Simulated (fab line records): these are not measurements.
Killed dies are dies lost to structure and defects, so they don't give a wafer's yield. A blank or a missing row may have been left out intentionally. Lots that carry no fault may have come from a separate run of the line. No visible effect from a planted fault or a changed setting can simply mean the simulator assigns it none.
Which of the tools did it? | flow sky130 | 11 lots (33 wafers sampled), 1 step of a 708-step route

WHAT THE GAUGES SHOWED, per wafer
SKY_SONOS_TUNNEL_CD_MEAS_07: the cd target is 410 nm.
lot  | measured     | on        | cd nm (nm)
L404 | day 11 18:52 | cd sem-02 | 408.1 407.2 410.0
L405 | day 12 00:19 | cd sem-01 | 409.4 409.6 412.7
L406 | day 12 11:20 | cd sem-01 | 411.1 413.4 414.4
L410 | day 14 05:28 | cd sem-02 | 409.0 407.7 409.0
L415 | day 15 16:07 | cd sem-02 | 412.3 411.6 412.1
L418 | day 16 08:07 | cd sem-02 | 412.3 408.6 411.6
L420 | day 17 04:39 | cd sem-01 | 408.4 406.8 410.4
L421 | day 17 09:58 | cd sem-01 | 408.0 407.2 406.2
L423 | day 18 02:06 | cd sem-01 | 408.9 410.5 409.0
L425 | day 18 19:55 | cd sem-02 | 408.9 407.6 409.4
L426 | day 19 06:29 | cd sem-02 | 408.7 408.8 408.3

TOOL THAT RAN EACH LOT (tool first, then ch and the chambers of the sampled wafers, then the start)
The record shows no process step preceding these readings.

THE ANSWER, worked out from the rows above alone
Rule: what is usual is taken from the lots themselves. The widest of any qualifying gaps counts: lots, ordered by their means at a reading, are off when they make up no more than a third of the lots, leave a main group of 4 or more, and stand apart from it by 3 or more times the standard deviation of that group's means. A main group whose means are all the same, to the digits that the tables above print for the reading, isn't used. Also off: a lot with no number at a reading for which 4 or more lots have one. Any other lot the step has rows for is counted as sound.
Nothing can be told from this: no lot is off at any reading shown.

WHAT THE SIMULATOR HAD PUT IN
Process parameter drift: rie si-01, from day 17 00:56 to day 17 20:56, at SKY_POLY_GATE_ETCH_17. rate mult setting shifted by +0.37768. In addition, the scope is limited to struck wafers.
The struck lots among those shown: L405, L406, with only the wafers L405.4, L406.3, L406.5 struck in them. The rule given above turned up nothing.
